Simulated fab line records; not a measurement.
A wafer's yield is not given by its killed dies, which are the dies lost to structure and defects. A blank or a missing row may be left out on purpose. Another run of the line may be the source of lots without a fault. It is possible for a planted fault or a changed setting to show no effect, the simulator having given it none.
Matching of chambers ; flow sky130 ; 3 sister chambers for SKY_LI_CONTACT_HDPCVD_00 on hdpcvd-02
The step deposits PSG, target thk 930 nm, time 155 s. 14 wafers are shown with their chamber, then 7 later ones without.

WAFERS PAIRED WITH THEIR CHAMBERS
wafer;chamber;pressureMtorr (mTorr)
L076.3;2;5.987
L076.4;2;5.987
L076.6;1;5.977
L080.2;2;5.984
L080.3;0;6.006
L080.6;2;5.998
L082.1;1;5.997
L082.2;2;6.001
L082.4;1;5.975
L089.1;1;5.989
L089.3;2;6.008
L089.4;0;6.004
L090.1;2;5.993
L090.5;0;6.014

SIGNATURES (averages over the wafers above)
reading;chamber 0;chamber 1;chamber 2;scatter within a chamber
pressureMtorr;6.00800;5.98450;5.99400;0.00873
Rule: a wafer's distance from a chamber is the root of the sum, over the readings, of the square of ((its reading less the chamber's mean) divided by the reading's scatter). If the next closest chamber is less than 2 further off than the closest, the wafer can't be placed; otherwise it belongs to the closest. How the scatter is found: for the shown wafers, subtract from each reading the mean of its chamber, square and add these, divide the total by (wafers less chambers), then take the root.

WAFERS WITHOUT THEIR CHAMBER
wafer;pressureMtorr (mTorr)
L090.6;6.013
L091.1;6.020
L091.4;5.990
L091.6;6.002
L093.1;6.017
L093.4;5.996
L093.5;5.993

EACH ONE'S CHAMBER
wafer;from the rows above;in truth
L090.6;can't be placed: 0 or 2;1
L091.1;can't be placed: 0 or 2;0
L091.4;can't be placed: 2 or 1 or 0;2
L091.6;can't be placed: 0 or 2 or 1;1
L093.1;can't be placed: 0 or 2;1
L093.4;can't be placed: 2 or 1 or 0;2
L093.5;can't be placed: 2 or 1 or 0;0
Correctly placed: 0 of 7. Unplaceable from these rows: 7, with the true chamber sitting among the candidates in 5. Placed wrongly: 0.
